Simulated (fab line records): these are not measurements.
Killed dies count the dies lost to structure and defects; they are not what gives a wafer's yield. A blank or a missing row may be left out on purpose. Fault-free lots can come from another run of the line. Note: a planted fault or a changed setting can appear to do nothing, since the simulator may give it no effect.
fab line records | flow sky130
record lots=14 | wafers=42 | lastDay=50
route steps=708 shown CAPM@551 PAD_OPEN@708
lots that met no fault: taken from a fault-free run of the same line
startH: the number of hours between the record's first day and the start of the first shown wafer of the lot | waitH: hours since the lot's step before | " as in the row above | L1.1+2: several wafers, shown together as one row | - either no value or no given start | * or withheld: withheld | < > ~ a bound
route shown NAME@n: names a module that has steps shown in the file, with the first one's number in the route | usual: average and standard deviation across the fault-free wafers | same: alike in all rows | chamber/n: place in a boat | sites: the reading at each site | _std_site: standard deviation across them | _edge_site: outer sites' mean less inner sites' | radiusMm: how far each site lies from the wafer's centre | mask NAME#n: copy n | behind: the last tool/chamber to shape the wafer | hold: reason for holding the lot/hours on hold/outcome of the hold | device: the n, p or np transistor that did not switch | end of line: at the end of the route, the tests of the same wafers | where a step has no rows: the recipe by itself | killed: dies lost to structure and defects at the first sort, not the wafer's yield | map: shows each die of a wafer: x if killed, . if not, _ if none is there
set.NAME: the run value of the setting; set.NAME@STEP: its run value at that earlier step | model.NAME: the simulator's own value behind a step, which no gauge read
the route's steps for a sample of lots (tables are steps, rows are wafers)
services: a tool's chamber out of use, with start hour (startH, from the record's first day; less than 0 if before it), hours out, and reason
## steps
# step SKY_CAPM_STRIP_14
# recipe chemistry=O2/N2 | powerW=1400 | pressureMtorr=1500 | platenTempC=withheld | o2FlowSccm=3000 | n2FlowSccm=300 | overashFraction=0.5
# usual drypumpMotorCurrentA=5.8/0.45 | n2FlowSccm=300.1/0.91 | oesProductAu=0.710/0.0047 | stripTimeToEndpointS=12.67/0.05
lot.wafer | tool           | chamber | startH  | waitH | drypumpMotorCurrentA | n2FlowSccm | oesProductAu | rfHoursCounterH | stripTimeToEndpointS
L719.3    | plasmaAsher-02 | 1       | 864.99  | 0.1   | 5.0                  | 302.0      | 0.710        | -               | 12.69
L719.4    | "              | 0       | "       | "     | 6.4                  | 300.3      | 0.718        | -               | 12.71
L719.5    | "              | 1       | "       | "     | 5.1                  | 302.0      | 0.713        | -               | 12.67
L720.1    | plasmaAsher-03 | 0       | 879.76  | 0.1   | 5.7                  | 300.4      | 0.707        | 45              | 12.65
L720.4    | "              | 0       | "       | "     | 5.7                  | 300.9      | 0.714        | -               | 12.66
L720.6    | "              | 0       | "       | "     | 5.7                  | 299.6      | 0.712        | -               | 12.65
L722.1    | plasmaAsher-01 | 0       | 897.39  | 0.1   | 6.1                  | 299.8      | 0.715        | 109             | 12.62
L722.3    | "              | 1       | "       | "     | 5.9                  | 300.1      | 0.712        | -               | 12.66
L722.6    | "              | 1       | "       | "     | 6.0                  | 298.8      | 0.704        | -               | 12.70
L723.3    | plasmaAsher-03 | 1       | 909.45  | 0.1   | 5.9                  | 299.3      | 0.706        | -               | 12.69
L723.4    | "              | 0       | "       | "     | 5.7                  | 300.9      | 0.715        | -               | 12.61
L723.6    | "              | 0       | "       | "     | 5.7                  | 300.4      | 0.715        | -               | 12.67
L724.2    | plasmaAsher-01 | 0       | 913.99  | 0.1   | 6.1                  | 299.0      | 0.709        | 111             | 12.60
L724.3    | "              | 1       | "       | "     | 6.0                  | 298.6      | 0.711        | -               | 12.75
L724.4    | "              | 0       | "       | "     | 6.1                  | 299.0      | 0.708        | -               | 12.56
L725.2    | plasmaAsher-02 | 0       | 926.30  | 0.1   | 6.4                  | 300.1      | 0.716        | 19              | 12.72
L725.4    | "              | 1       | "       | "     | 5.0                  | 299.0      | 0.699        | -               | 12.67
L725.6    | "              | 0       | "       | "     | 6.4                  | 299.5      | 0.707        | -               | 12.71
L727.2    | plasmaAsher-01 | 1       | 939.86  | 0.1   | 5.9                  | 301.2      | 0.708        | 114             | 12.71
L727.4    | "              | 1       | "       | "     | 6.0                  | 299.6      | 0.710        | -               | 12.59
L727.5    | "              | 1       | "       | "     | 6.0                  | 299.4      | 0.711        | -               | 12.63
L728.1    | plasmaAsher-01 | 0       | 942.10  | 0.1   | 6.1                  | 300.8      | 0.719        | 114             | 12.57
L728.3    | "              | 1       | "       | "     | 6.0                  | 300.2      | 0.709        | -               | 12.66
L728.5    | "              | 1       | "       | "     | 6.0                  | 300.5      | 0.707        | -               | 12.70
L729.2    | plasmaAsher-01 | 1       | 947.61  | 0.1   | 5.9                  | 362.5      | 0.715        | 114             | 12.71
L729.3    | "              | 0       | "       | "     | 6.1                  | 359.8      | 0.712        | -               | 12.60
L729.4    | "              | 1       | "       | "     | 5.9                  | 360.8      | 0.715        | -               | 12.67
L733.2    | plasmaAsher-01 | 1       | 980.95  | 0.1   | 5.9                  | 360.2      | 0.700        | 118             | 12.72
L733.4    | "              | 1       | "       | "     | 5.9                  | 359.9      | 0.713        | -               | 12.66
L733.6    | "              | 0       | "       | "     | 6.1                  | 360.0      | 0.721        | -               | 12.68
L739.1    | plasmaAsher-03 | 0       | 1026.21 | 0.1   | 5.7                  | 300.1      | 0.717        | 59              | 12.64
L739.2    | "              | 1       | "       | "     | 5.9                  | 301.3      | 0.712        | 59              | 12.67
L739.3    | "              | 1       | "       | "     | 5.9                  | 300.2      | 0.703        | -               | 12.68
L740.4    | plasmaAsher-02 | 0       | 1026.74 | 0.1   | 6.4                  | 299.3      | 0.706        | -               | 12.70
L740.5    | "              | 0       | "       | "     | 6.4                  | 300.1      | 0.706        | -               | 12.68
L740.6    | "              | 1       | "       | "     | 5.0                  | 301.8      | 0.707        | -               | 12.69
L741.3    | plasmaAsher-02 | 0       | 1029.19 | 0.1   | 6.4                  | 299.5      | 0.705        | -               | 12.56
L741.4    | "              | 1       | "       | "     | 5.0                  | 298.7      | 0.709        | -               | 12.66
L741.5    | "              | 0       | "       | "     | 6.4                  | 299.2      | 0.714        | -               | 12.67
L742.1    | plasmaAsher-03 | 1       | 1034.89 | 0.1   | 5.9                  | 301.3      | 0.704        | 60              | 12.62
L742.2    | "              | 0       | "       | "     | 5.7                  | 300.7      | 0.707        | 60              | 12.55
L742.6    | "              | 1       | "       | "     | 5.9                  | 300.1      | 0.715        | -               | 12.53
# step SKY_PAD_OPEN_PROBE_99
# usual defectLimitedYield=82.5/1.7 | killed_at_M0_to_M3=43/6.7 | killed_at_M4_up=3.2/1.8 | killedAtContacts=24/4.8 | killedAtFrontEnd=16/4.2 | killedAtOther=0.3/0.56 | killedDies=86/8.5 | killedOpen=47/6.7 | killedShort=39/6 | sort_bin_3_pad_short=0.9/0.45 | sort_bin_5_function=10.3/1.6 | sort_bin_6_memory=6.3/1 | sortNPass=406/8.5 | sortYieldPct=82.5/1.7
# same grossDies=492 | killedAtBackSide=0 | sort_bin_4_leakage[%]=0 | sort_bin_8_speed[%]=0
lot.wafer | tool      | chamber | startH  | waitH | defectLimitedYield[%] | killed_at_M0_to_M3 | killed_at_M4_up | killedAtContacts | killedAtFrontEnd | killedAtOther | killedDies | killedOpen | killedShort | sort_bin_3_pad_short[%] | sort_bin_5_function[%] | sort_bin_6_memory[%] | sortNPass | sortYieldPct[%]
L733.2    | prober-01 | -       | 1159.11 | 0.1   | 83.3                  | 49                 | 3               | 13               | 16               | 1             | 82         | 42         | 40          | 0.4                     | 9.6                    | 6.7                  | 410       | 83.3
L733.4    | prober-01 | -       | 1159.21 | 0.2   | 83.7                  | 37                 | 5               | 21               | 16               | 1             | 80         | 32         | 48          | 1.4                     | 8.9                    | 5.9                  | 412       | 83.7
L733.6    | prober-01 | -       | 1159.31 | 0.2   | 85.0                  | 31                 | 4               | 19               | 19               | 1             | 74         | 37         | 36          | 0.6                     | 8.7                    | 5.7                  | 418       | 85.0
# killed by level:class
L733.2 VIA1:geometricParticle:open=14 POLY_GATE:geometricParticle:short=6 VIA2:geometricParticle:open=6 METAL2:geometricParticle:short=6 VIA3:geometricParticle:short=6 FIELD_ISO:geometricParticle:open=4 CONTACT:geometricParticle:open=4 METAL1:geometricParticle:short=4
L733.4 METAL2:geometricParticle:short=8 LOCAL_INTERCONNECT:geometricParticle:short=6 FIELD_ISO:geometricParticle:short=5 LI_CONTACT:geometricParticle:short=5 VIA2:geometricParticle:open=5 CONTACT:geometricParticle:open=5 METAL1:geometricParticle:short=4 VIA1:geometricParticle:open=4
L733.6 CONTACT:geometricParticle:open=8 METAL1:geometricParticle:short=8 POLY_GATE:geometricParticle:open=6 VIA1:geometricParticle:open=6 METAL2:geometricParticle:short=5 LI_CONTACT:geometricParticle:short=4 VIA2:geometricParticle:open=4 POLY_GATE:geometricParticle:short=3
## services
tool           | chamber | startH  | hours | kind
plasmaAsher-02 | -       | 841.07  | 5.9   | repair
plasmaAsher-02 | -       | 946.07  | 0.6   | repair
plasmaAsher-03 | -       | 1011.69 | 3.7   | repair
## key
firstSign step=SKY_CAPM_STRIP_14 | reading=n2FlowSccm | direction=up | sigmas=66 | usual=300.1 | struck=360.5
effect none on later readings
metAt SKY_CAPM_STRIP_14
struckLots L729,L733
onsetBetween 942.10 947.61
fault kind=processParameterDrift | tool=plasmaAsher-01 | chamber=- | onsetH=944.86 | steps=SKY_CAPM_STRIP_14 | channel=n2FlowSccm | offset=60 | shape=step | endH=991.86 | actsIn=theseRecipesOnly | stated=300
